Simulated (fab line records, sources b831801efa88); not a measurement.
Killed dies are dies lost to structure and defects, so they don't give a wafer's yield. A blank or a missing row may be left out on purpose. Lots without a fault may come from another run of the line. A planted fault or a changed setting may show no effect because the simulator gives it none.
One fault seen from 2 desks | flow sfq_line | each desk has only its own numbers; what lay behind them comes last

THE METROLOGY DESK
What the gauges read, lot by lot, whatever tool the lot ran on: means of the sampled wafers that have a number. A lot is out of limits, marked OUT, if its mean lies more than 4 standard deviations from the usual mean; the brackets give that distance.
Columns: A = M4_NB_RS at SFQ_M4_RS_MEAS_924, usual 0.885 ohm/sq
lot  | first seen here | A
L956 | day 41 03:34    | 0.885
L958 | day 41 11:26    | 0.930
L965 | day 44 17:10    | 0.884
L967 | day 44 19:34    | 0.866
L969 | day 44 23:11    | 0.889
L970 | day 45 00:22    | 0.883
L972 | day 45 04:04    | 0.895
L973 | day 45 05:14    | 0.867
L974 | day 50 05:14    | 0.897
L975 | day 51 05:33    | 0.879
L976 | day 51 07:21    | 0.879
L977 | day 51 13:43    | 0.875
L978 | day 53 01:35    | 0.894
This desk's finding: nothing out of limits on any of the 13 lots.

THE TOOL OWNER'S DESK: pvd_sputter-06
The tool's own readings at SFQ_TRILAYER_M4_DEP_SPUTTER_091 (material Nb, target thk 200 nm, time 133.3 s): means of the sampled wafers that have a number, for each lot that ran on this tool. A lot is out of limits, marked OUT, if its mean lies more than 4 standard deviations from the usual mean; the brackets give that distance.
Columns: A = throttle_valve_pct at SFQ_TRILAYER_M4_DEP_SPUTTER_091, usual 29.3 %
lot  | first seen here | A
L956 | day 41 03:27    | 28.8
L958 | day 41 11:20    | 29.1
L965 | day 44 17:03    | 29.0
L970 | day 45 00:15    | 28.9
L973 | day 45 05:09    | 29.8
L976 | day 51 07:16    | 29.0
L977 | day 51 13:36    | 29.1
This desk's finding: nothing out of limits on any of the 7 lots.

PUT TOGETHER
The metrology desk saw nothing out of limits.
The tool owner's desk saw nothing out of limits.

WHAT THE SIMULATOR HAD PUT IN
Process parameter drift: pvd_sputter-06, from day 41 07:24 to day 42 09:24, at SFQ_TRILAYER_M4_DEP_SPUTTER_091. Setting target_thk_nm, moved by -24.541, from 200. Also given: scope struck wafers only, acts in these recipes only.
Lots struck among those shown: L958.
